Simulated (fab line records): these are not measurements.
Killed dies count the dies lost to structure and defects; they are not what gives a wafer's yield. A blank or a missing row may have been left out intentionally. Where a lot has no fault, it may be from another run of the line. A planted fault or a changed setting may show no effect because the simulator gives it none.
fab line records	flow gf180mcu
[record] lots = 14	wafers = 42	last-day = 34
route steps=602 shown SALICIDE@286 CONTACT@291 M1@325 V1@336
lots with no fault: from the same line, run without faults
start-h: start of the lot's first displayed wafer, in hours after the record's first day	wait-h: time in hours since the lot's previous step	" identical to the entry in the row above	L1.1+2: a single row standing in for several wafers	- no value, or no start was given	* or withheld: withheld	< > ~ a bound
route shown NAME@n: NAME is a module with steps in the file, n the number in the route of the first one	usual: the fault-free wafers' mean and standard deviation	same: alike in all rows	chamber/n: place in a boat	sites: each site's reading	_std_site: their standard deviation	_edge_site: mean of outer sites minus mean of inner sites	radius-mm: how far each site lies from the wafer's centre	mask NAME#n: copy n	behind: tool/chamber where the wafer was last shaped	hold: what put the lot on hold/how long, in hours/how the hold closed	device: the n, p or np transistor that did not switch	end of line: at the end of the route, the tests of the same wafers	a step with no rows: only its recipe	killed: dies that structure and defects cost at the first sort, which is not the same as the wafer's yield	map: per-die view of a wafer (x killed, . not killed, _ where there is no die)
set.NAME: the setting as run; set.NAME@STEP: as run at that earlier step	model.NAME: the simulator's own value behind a step, which no gauge read
one table for each step of the route and one row for each wafer, over a sample of lots
services: when a tool's chamber went out of use (start-h, in hours from the record's first day, below 0 if earlier), for how many hours, and the reason
[[steps]]
[step GF_SALICIDE_RTA_08]
[recipe] temp-c = 800	time-s = 30	ambient = N2
[usual] lamp-power-pct = 17.3/2.2	wafer_temp_C_max = 805.1/1.3
lot.wafer	tool	chamber	start-h	wait-h	lamp-power-pct	wafer_temp_C_max
L778.3	rtp-anneal-01	0	345.81	0.0	19.2	806.0
L778.5	"	0	"	"	19.2	804.8
L778.6	"	0	"	"	19.2	805.0
L779.1	rtp-anneal-01	0	349.35	0.0	19.2	808.4
L779.2	"	0	"	"	19.2	804.7
L779.5	"	0	"	"	19.2	807.2
L780.1	rtp-anneal-01	0	360.60	0.0	19.2	806.9
L780.2	"	0	"	"	19.2	804.9
L780.5	"	0	"	"	19.2	806.3
L781.1	rtp-anneal-01	0	365.08	0.0	19.2	805.6
L781.3	"	0	"	"	19.2	808.5
L781.5	"	0	"	"	19.2	804.5
L782.2	rtp-anneal-02	0	373.16	0.0	14.8	804.1
L782.3	"	0	"	"	14.8	804.5
L782.5	"	0	"	"	14.7	804.0
L783.1	rtp-anneal-01	0	382.83	0.0	19.2	807.5
L783.3	"	0	"	"	19.2	807.6
L783.6	"	0	"	"	19.2	804.9
L784.2	rtp-anneal-01	0	390.98	0.0	19.2	805.5
L784.5	"	0	"	"	19.2	806.3
L784.6	"	0	"	"	19.2	806.6
L785.2	rtp-anneal-02	0	405.41	0.0	14.8	803.6
L785.4	"	0	"	"	14.8	804.7
L785.6	"	0	"	"	14.8	802.4
L786.1	rtp-anneal-01	0	415.60	0.0	19.2	804.8
L786.3	"	0	"	"	19.2	806.0
L786.6	"	0	"	"	19.2	805.7
L790.1	rtp-anneal-01	0	448.51	0.0	19.2	804.7
L790.2	"	0	"	"	19.2	807.8
L790.3	"	0	"	"	19.2	805.5
L793.3	rtp-anneal-01	0	473.84	0.0	19.2	804.0
L793.4	"	0	"	"	19.2	805.0
L793.6	"	0	"	"	19.2	805.1
L797.1	rtp-anneal-01	0	501.69	0.0	19.2	806.5
L797.5	"	0	"	"	19.2	806.7
L797.6	"	0	"	"	19.2	806.3
L800.2	rtp-anneal-02	0	527.94	0.0	14.7	804.1
L800.4	"	0	"	"	14.7	805.7
L800.5	"	0	"	"	14.8	805.2
L801.1	rtp-anneal-02	0	532.99	0.0	14.7	803.9
L801.2	"	0	"	"	14.7	804.1
L801.3	"	0	"	"	14.8	804.2
[step GF_CONTACT_CMP_04]
[recipe] material = SiO2	down-force-psi = 4	platen-rpm = 60	pad-velocity-m-s = 0.94248
[usual] motor-current-A = 12.4/1.1	retaining-ring-pressure-frac = 1.000/0.005	time-to-endpoint-s = 111/5.9
lot.wafer	tool	chamber	start-h	wait-h	motor-current-A	retaining-ring-pressure-frac	time-to-endpoint-s
L778.3	cmp-02	0	346.26	0.2	10.8	1.006	105
L778.6	"	1	"	"	12.5	1.002	108
L778.5	"	2	"	"	12.5	0.997	110
L779.1	cmp-01	3	349.73	0.1	11.8	0.998	112
L779.2	"	1	"	"	13.6	0.989	115
L779.5	"	2	"	"	12.9	1.001	128
L780.1	cmp-01	1	360.99	0.1	14.4	1.001	121
L780.2	"	2	"	"	13.5	1.008	115
L780.5	"	1	"	"	13.9	1.002	127
L781.3	cmp-02	3	365.41	0.0	10.9	1.006	106
L781.1	"	1	"	"	11.9	1.001	107
L781.5	"	0	"	"	10.5	0.998	111
L782.2	cmp-01	2	373.53	0.1	12.6	0.999	110
L782.3	"	0	"	"	13.8	1.005	110
L782.5	"	1	"	"	13.6	1.001	117
L783.1	cmp-01	0	383.22	0.1	13.7	1.006	119
L783.3	"	1	"	"	14.0	0.996	118
L783.6	"	3	"	"	12.2	1.002	120
L784.2	cmp-02	0	391.41	0.1	11.1	0.998	98
L784.5	"	2	"	"	12.4	0.999	111
L784.6	"	3	"	"	11.4	0.999	113
L785.4	cmp-02	1	405.76	0.0	12.2	0.990	112
L785.2	"	0	"	"	11.1	0.997	112
L785.6	"	1	"	"	12.5	0.990	117
L786.3	cmp-02	2	415.98	0.1	12.4	1.006	106
L786.1	"	3	"	"	10.7	0.998	109
L786.6	"	1	"	"	12.5	0.997	112
L790.2	cmp-01	3	448.84	0.0	12.6	1.002	94
L790.3	"	0	"	"	12.8	0.994	102
L790.1	"	1	"	"	14.0	1.007	103
L793.4	cmp-02	1	474.14	0.0	12.2	1.000	111
L793.3	"	3	"	"	10.9	1.004	110
L793.6	"	1	"	"	12.4	0.998	110
L797.1	cmp-02	1	502.02	0.1	12.6	0.996	110
L797.5	"	1	"	"	11.9	1.005	114
L797.6	"	2	"	"	12.6	1.003	116
L800.2	cmp-02	3	528.31	0.1	10.8	0.990	107
L800.4	"	1	"	"	12.3	0.998	105
L800.5	"	3	"	"	10.9	1.003	109
L801.3	cmp-01	0	533.40	0.1	13.5	0.997	106
L801.1	"	1	"	"	13.4	1.004	115
L801.2	"	2	"	"	13.4	1.006	109
[step GF_M1_SOFTBAKE_10]
[recipe] temp-c = 130	time-s = 60	resist = KrF
[usual] exhaust-pa = 45.1/0.84	heater-power-total-W = 93.05/0.063	plate-temp-C = 130.00/0.11
lot.wafer	tool	chamber	start-h	wait-h	exhaust-pa	heater-power-total-W	plate-temp-C
L778.3	litho-track-03	0	380.77	0.1	45.5	93.01	130.18
L778.5	"	0	"	"	44.8	93.09	130.05
L778.6	"	0	"	"	46.1	93.13	130.04
L779.1	litho-track-04	0	384.26	0.1	45.1	93.07	129.94
L779.2	"	0	"	"	44.3	93.14	130.19
L779.5	"	0	"	"	44.7	93.08	129.97
L780.1	litho-track-03	0	396.57	0.1	44.9	93.06	130.12
L780.2	"	0	"	"	45.2	93.13	129.90
L780.5	"	0	"	"	45.3	93.07	130.04
L781.1	litho-track-04	0	401.46	0.1	43.9	92.96	129.93
L781.3	"	0	"	"	44.1	93.07	129.96
L781.5	"	0	"	"	44.5	93.07	129.81
L782.2	litho-track-01	0	410.38	0.1	43.5	93.05	129.82
L782.3	"	0	"	"	44.7	93.01	129.90
L782.5	"	0	"	"	44.5	93.11	130.11
L783.1	litho-track-04	0	419.21	0.1	45.6	93.06	129.86
L783.3	"	0	"	"	45.3	92.91	129.86
L783.6	"	0	"	"	46.4	92.98	129.85
L784.2	litho-track-01	0	428.38	0.1	45.6	93.15	130.05
L784.5	"	0	"	"	44.0	92.99	130.10
L784.6	"	0	"	"	45.3	93.16	129.91
L785.2	litho-track-04	0	443.03	0.1	45.3	92.98	129.72
L785.4	"	0	"	"	44.6	93.14	129.98
L785.6	"	0	"	"	46.0	93.10	130.08
L786.1	litho-track-04	0	453.90	0.1	45.5	93.05	130.03
L786.3	"	0	"	"	45.9	93.10	130.06
L786.6	"	0	"	"	44.3	93.07	129.90
L790.1	litho-track-03	0	486.77	0.1	45.2	107.26	145.04
L790.2	"	0	"	"	44.7	107.40	145.03
L790.3	"	0	"	"	44.8	107.44	145.24
L793.3	litho-track-03	0	512.52	0.1	45.5	107.48	145.30
L793.4	"	0	"	"	45.9	107.40	145.15
L793.6	"	0	"	"	45.3	107.26	145.30
L797.1	litho-track-04	0	539.40	0.1	43.5	92.99	130.16
L797.5	"	0	"	"	45.2	92.95	130.12
L797.6	"	0	"	"	44.3	92.97	129.90
L800.2	litho-track-04	0	564.63	0.1	44.9	92.92	130.08
L800.4	"	0	"	"	43.7	93.09	130.17
L800.5	"	0	"	"	44.5	93.12	129.98
L801.1	litho-track-01	0	569.20	0.1	46.3	92.94	130.02
L801.2	"	0	"	"	45.2	92.93	130.07
L801.3	"	0	"	"	45.2	93.00	130.11
[step GF_M1_CD_MEAS_14]
[recipe] target-cd-nm = 230
[usual] cd-nm = 229.5/0.99
lot.wafer	tool	chamber	start-h	wait-h	cd-nm
L778.3	cd-sem-02	-	392.36	0.2	227.7
L778.5	"	-	"	"	227.8
L778.6	"	-	"	"	228.8
L779.1	cd-sem-01	-	395.91	0.1	229.5
L779.2	"	-	"	"	229.4
L779.5	"	-	"	"	229.1
L780.1	cd-sem-01	-	408.72	0.1	227.8
L780.2	"	-	"	"	228.6
L780.5	"	-	"	"	228.7
L781.1	cd-sem-01	-	413.21	0.1	228.9
L781.3	"	-	"	"	227.7
L781.5	"	-	"	"	228.6
L782.2	cd-sem-01	-	421.43	0.1	229.5
L782.3	"	-	"	"	229.5
L782.5	"	-	"	"	228.6
L783.1	cd-sem-01	-	431.27	0.1	230.5
L783.3	"	-	"	"	230.3
L783.6	"	-	"	"	229.9
L784.2	cd-sem-01	-	441.04	0.1	229.4
L784.5	"	-	"	"	229.5
L784.6	"	-	"	"	230.0
L785.2	cd-sem-02	-	455.19	0.1	229.5
L785.4	"	-	"	"	229.2
L785.6	"	-	"	"	229.1
L786.1	cd-sem-02	-	466.30	0.1	230.4
L786.3	"	-	"	"	228.6
L786.6	"	-	"	"	229.8
L790.1	cd-sem-02	-	499.00	0.1	170.7
L790.2	"	-	"	"	171.9
L790.3	"	-	"	"	170.9
L793.3	cd-sem-01	-	523.94	0.1	170.8
L793.4	"	-	"	"	170.8
L793.6	"	-	"	"	169.7
L797.1	cd-sem-02	-	550.45	0.1	230.2
L797.5	"	-	"	"	228.7
L797.6	"	-	"	"	229.5
L800.2	cd-sem-01	-	575.14	0.1	228.3
L800.4	"	-	"	"	227.3
L800.5	"	-	"	"	227.9
L801.1	cd-sem-01	-	579.92	0.1	229.9
L801.2	"	-	"	"	230.1
L801.3	"	-	"	"	229.0
[step GF_M1_STRIP_17]
[recipe] chemistry = O2/N2	power-w = 1400	pressure-mtorr = 1500	platen-temp-c = 250	o2-flow-sccm = 3000	n2-flow-sccm = 300	overash-fraction = 0.5
[usual] drypump-motor-current-A = 5.4/0.47	heater-power-w = 343/24	oes-product-au = 0.556/0.0053	strip-time-to-endpoint-s = 7.85/0.036
lot.wafer	tool	chamber	start-h	wait-h	drypump-motor-current-A	heater-power-w	oes-product-au	rf-hours-counter-h	strip-time-to-endpoint-s
L778.3	plasma-asher-02	0	392.62	0.1	6.2	368	0.564	-	7.83
L778.5	"	0	"	"	6.2	369	0.556	-	7.86
L778.6	"	1	"	"	5.3	357	0.542	-	7.80
L779.1	plasma-asher-02	1	396.17	0.1	5.3	362	0.558	75	7.87
L779.2	"	0	"	"	6.1	357	0.551	75	7.87
L779.5	"	1	"	"	5.3	366	0.560	-	7.84
L780.1	plasma-asher-04	0	408.99	0.1	5.6	336	0.557	61	7.81
L780.2	"	1	"	"	4.8	322	0.554	61	7.90
L780.5	"	1	"	"	4.8	325	0.549	-	7.84
L781.1	plasma-asher-04	1	413.47	0.1	4.9	319	0.560	61	7.86
L781.3	"	0	"	"	5.6	354	0.557	-	7.86
L781.5	"	0	"	"	5.6	348	0.557	-	7.80
L782.2	plasma-asher-04	1	421.67	0.1	4.8	320	0.546	62	7.81
L782.3	"	1	"	"	4.9	319	0.557	-	7.84
L782.5	"	0	"	"	5.6	343	0.562	-	7.87
L783.1	plasma-asher-04	0	431.54	0.1	5.6	339	0.551	63	7.81
L783.3	"	0	"	"	5.6	341	0.550	-	7.80
L783.6	"	1	"	"	4.8	321	0.550	-	7.79
L784.2	plasma-asher-02	0	441.29	0.1	6.2	361	0.556	80	7.82
L784.5	"	0	"	"	6.2	365	0.554	-	7.86
L784.6	"	1	"	"	5.3	362	0.552	-	7.82
L785.2	plasma-asher-04	1	455.44	0.1	4.8	330	0.558	66	7.85
L785.4	"	1	"	"	4.9	322	0.547	-	7.81
L785.6	"	0	"	"	5.6	337	0.557	-	7.82
L786.1	plasma-asher-04	0	466.68	0.2	5.6	343	0.554	67	7.86
L786.3	"	1	"	"	4.9	324	0.547	-	7.77
L786.6	"	1	"	"	4.8	328	0.557	-	7.83
L790.1	plasma-asher-04	0	499.27	0.1	5.6	340	0.549	70	7.69
L790.2	"	1	"	"	4.8	321	0.550	70	7.66
L790.3	"	1	"	"	4.8	319	0.553	-	7.67
L793.3	plasma-asher-04	1	524.21	0.1	4.9	318	0.552	-	7.66
L793.4	"	0	"	"	5.6	337	0.553	-	7.70
L793.6	"	0	"	"	5.6	336	0.541	-	7.64
L797.1	plasma-asher-02	1	550.72	0.1	5.3	360	0.553	92	7.88
L797.5	"	1	"	"	5.2	359	0.546	-	7.83
L797.6	"	0	"	"	6.2	362	0.557	-	7.84
L800.2	plasma-asher-04	0	575.39	0.1	5.6	345	0.548	78	7.86
L800.4	"	1	"	"	4.8	317	0.566	-	7.93
L800.5	"	0	"	"	5.6	340	0.552	-	7.84
L801.1	plasma-asher-03	0	580.19	0.1	5.5	441	0.567	16	7.87
L801.2	"	1	"	"	5.6	272	0.555	16	7.81
L801.3	"	1	"	"	5.6	273	0.552	-	7.84
[step GF_V1_THK_MEAS_01]
[recipe] reads = SiO2_of_V1_CVD_00
[usual] V1_CVD_00_THK = 579/5.2
lot.wafer	tool	chamber	start-h	wait-h	V1_CVD_00_THK[nm]
L778.3	film-metro-02	-	393.32	0.1	588
L778.5	"	-	"	"	580
L778.6	"	-	"	"	585
L779.1	film-metro-01	-	396.78	0.0	581
L779.2	"	-	"	"	583
L779.5	"	-	"	"	579
L780.1	film-metro-02	-	409.60	0.0	580
L780.2	"	-	"	"	571
L780.5	"	-	"	"	577
L781.1	film-metro-01	-	414.08	0.0	586
L781.3	"	-	"	"	580
L781.5	"	-	"	"	579
L782.2	film-metro-01	-	422.30	0.0	589
L782.3	"	-	"	"	581
L782.5	"	-	"	"	583
L783.1	film-metro-01	-	432.15	0.0	584
L783.3	"	-	"	"	583
L783.6	"	-	"	"	587
L784.2	film-metro-02	-	441.90	0.0	577
L784.5	"	-	"	"	578
L784.6	"	-	"	"	571
L785.2	film-metro-01	-	456.14	0.1	573
L785.4	"	-	"	"	580
L785.6	"	-	"	"	582
L786.1	film-metro-04	-	467.29	0.0	577
L786.3	"	-	"	"	583
L786.6	"	-	"	"	572
L797.1	film-metro-01	-	551.33	0.0	590
L797.5	"	-	"	"	586
L797.6	"	-	"	"	591
L800.2	film-metro-04	-	576.00	0.0	574
L800.4	"	-	"	"	577
L800.5	"	-	"	"	572
L801.1	film-metro-01	-	580.81	0.0	577
L801.2	"	-	"	"	573
L801.3	"	-	"	"	576
[[services]]
tool	chamber	start-h	hours	kind
cmp-02	-	367.38	1.3	repair
cmp-01	-	389.54	0.5	repair
cmp-01	-	407.59	4.0	pm
cmp-02	-	410.84	1.5	repair
cmp-01	-	411.59	-	consumable-replace:conditioner
cmp-01	-	411.59	-	consumable-replace:pad
cmp-02	-	417.47	4.0	pm
plasma-asher-03	-	421.31	9.0	pm
plasma-asher-03	0	421.31	9.0	vent-cycle
plasma-asher-03	1	421.31	9.0	vent-cycle
cmp-01	-	422.86	3.9	pm
rtp-anneal-02	-	427.99	1.4	pm
plasma-asher-03	0	430.31	-	clean
plasma-asher-02	-	441.66	4.6	repair
cmp-01	-	442.48	1.3	repair
plasma-asher-02	-	454.66	0.4	repair
cmp-01	-	461.97	1.0	repair
cmp-02	-	462.49	6.4	repair
plasma-asher-03	-	483.94	2.0	repair
plasma-asher-03	-	500.82	4.3	pm
cmp-02	-	521.10	0.5	repair
cmp-02	-	572.05	4.0	pm
cmp-02	-	576.05	-	consumable-replace:conditioner
cmp-02	-	576.05	-	consumable-replace:pad
[[key]]
[first-sign] step = GF_M1_SOFTBAKE_10	reading = heater-power-total-W	direction = up	sigmas = 99+	usual = 93.05	struck = 107.37
[effect] step = GF_M1_SOFTBAKE_10	reading = plate-temp-C	direction = up	sigmas = 99+	usual = *	struck = *
[effect] step = GF_M1_CD_MEAS_14	reading = cd-nm	direction = down	sigmas = 59	usual = 229.5	struck = 170.8
[effect] step = GF_M1_STRIP_17	reading = strip-time-to-endpoint-s	direction = down	sigmas = 5	usual = *	struck = *
met-at GF_M1_SOFTBAKE_10
struck-lots L790,L793
later-rows-left-out L790.1,L790.2,L790.3,L793.3,L793.4,L793.6
sort-left-out L790.1,L790.2,L790.3,L793.3,L793.4,L793.6
not-acting-at GF_SALICIDE_RTA_08,GF_CONTACT_CMP_04,GF_V1_THK_MEAS_01
onset-between 396.57 486.77
[fault] kind = process-parameter-drift	tool = litho-track-03	chamber = -	onset-h = 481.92	steps = GF_M1_SOFTBAKE_10	channel = temp-c	offset = *	shape = step	end-h = 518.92	acts-in = *	stated = *
// sort-left-out: the simulated sort isn't trusted on such a fault, so these wafers' sort isn't shown, and their yield isn't known
// later-rows-left-out: the simulator's readings of these wafers behind a module that went badly wrong aren't trusted and aren't shown, but for the sort
